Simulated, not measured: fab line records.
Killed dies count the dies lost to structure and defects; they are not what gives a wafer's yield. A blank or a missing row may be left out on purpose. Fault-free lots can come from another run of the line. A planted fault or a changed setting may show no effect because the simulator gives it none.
Struck lot and sound lot, side by side / flow sky130 / 15 steps out of a route of 708
Sound: these wafers, L397.2, L397.3, L397.5. Wafers struck: L417.2, L417.3, L417.5. Last of all comes the cause.
Per side, at each step with rows, come the tool, then ch with its chambers, and then its first start. Under that, the readings that differ: sound wafers / struck wafers / difference of the means / sigmas: that difference in standard deviations of wafers without a fault.
alike: readings with means less than 2 such deviations apart, plus words and numbers identical on both sides. not compared: withheld readings, readings lacking a value on some wafer, bounds such as >300 that could conceal the same value, and numbers that have no deviation in the record and whose values overlap.
The two part at a step that has a row with sigmas, a row that says differs or no value, or rows on one side only. When numbers do not overlap yet have no deviation, they are printed without sigmas and do not part them. Lack of a reading on every wafer of one side parts them only where that side has two or more wafers.

first, 2 steps without rows for these wafers: SKY_NWELL_IMPLANT_12; SKY_NWELL_IMPLANT_13.
SKY_NWELL_STRIP_14: strips in O2/N2.
  sound on plasmaAsher-03 ch 0,1, day 4 23:50; struck on plasmaAsher-01 ch 0,1, day 10 01:41
  alike: drypumpMotorCurrentA, oesProductAu, stripTimeToEndpointS
  not compared: rfHoursCounterH
SKY_NWELL_TW_MEAS_15:
  sound on filmMetro-01, day 4 23:56; struck on filmMetro-03, day 10 01:48
  alike: NWELL_TW
then, 7 steps without rows for these wafers: SKY_NWELL_DEHYDRATE_16 (time 60 s); SKY_NWELL_HMDS_17 (prime time 60 s); SKY_NWELL_COAT_18 (resist thk 3000 nm); SKY_NWELL_SOFTBAKE_19; SKY_NWELL_EXPOSE_20 (exposes mask NWM COMPLEMENT, target cd 840 nm); SKY_NWELL_PEB_21; SKY_NWELL_DEVELOP_22 (develop time 60 s).
SKY_NWELL_OVL_MEAS_23:
  sound on overlay-01, day 5 17:41; struck on overlay-02, day 10 23:54
  alike: NWELL_01_OVL
SKY_NWELL_IMPLANT_24:
  sound on implanter-02 ch 0, day 5 17:44; struck on implanter-04 ch 0, day 10 23:57
reading=beamEnergyKeV; sound=140.11 139.98 140.03; struck=160.14 160.01 160.07; difference=+20.03; sigmas=+99 or more
reading=model.implant.drpNm (nm); sound=95.47 95.47 95.47; struck=100.6 100.6 100.6; difference=+5.1; sigmas=
SKY_NWELL_STRIP_25: strips in O2/N2.
  sound on plasmaAsher-01 ch 0,1, day 5 17:52; struck on plasmaAsher-04 ch 0, day 11 00:05
reading=drypumpMotorCurrentA (A); sound=5.48 5.80 5.81; struck=6.27 6.26 6.24; difference=+0.56; sigmas=+2
  alike: oesProductAu, stripTimeToEndpointS
  not compared: rfHoursCounterH
-- the record jumps here: 40 days lie between the struck wafers' starts before and after (it left off in module NWELL and takes up again in module PAD_OPEN, whose first step shown is number 708 of the route) --
SKY_PAD_OPEN_PROBE_99:
  sound on prober-01, day 46 02:57; struck on prober-01, day 50 19:12
reading=model.etest.resIsoPwell.rsOhmSq; sound=2978 3130 3104; struck=2395 2235 2207; difference=-792; sigmas=
reading=model.etest.pfet_16v.rOnOhmUm; sound=1.516e+04 1.56e+04 1.555e+04; struck=1.609e+04 1.565e+04 1.564e+04; difference=+3.567e+02; sigmas=
reading=model.etest.resIsoPwell.lineOhmUm; sound=1123 1171 1172; struck=897.2 834 821.6; difference=-304.4; sigmas=
reading=model.etest.resDeepNwell.rsOhmSq; sound=2232 2253 2255; struck=2323 2333 2352; difference=+89; sigmas=
reading=model.etest.tip_n_5v.rsOhmSq; sound=1395 1404 1403; struck=1331 1327 1334; difference=-70; sigmas=
reading=model.etest.resDeepNwell.lineOhmUm; sound=746.8 743.6 739; struck=768.8 785.4 783.9; difference=+36.2; sigmas=
reading=model.etest.resNwell.widthNm (nm); sound=826.8 831.1 824.6; struck=815 818.3 819.1; difference=-10; sigmas=
reading=model.etest.resIsoPwell.widthNm (nm); sound=2656 2659 2648; struck=2668 2667 2660; difference=+11; sigmas=
  alike: killed_at_M0_to_M3, killed_at_M4_up, killedAtContacts, killedAtFrontEnd, killedAtOther, killedDies, killedOpen, killedShort

WHERE THEY PART
Last at SKY_NWELL_STRIP_25 as far as this record goes, first at SKY_NWELL_IMPLANT_24. Later steps at which nothing parts them and some readings are alike: SKY_PAD_OPEN_PROBE_99.

WHY: what had been put in by the simulator
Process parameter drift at SKY_NWELL_IMPLANT_24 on implanter-04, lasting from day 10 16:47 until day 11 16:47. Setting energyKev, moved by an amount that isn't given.
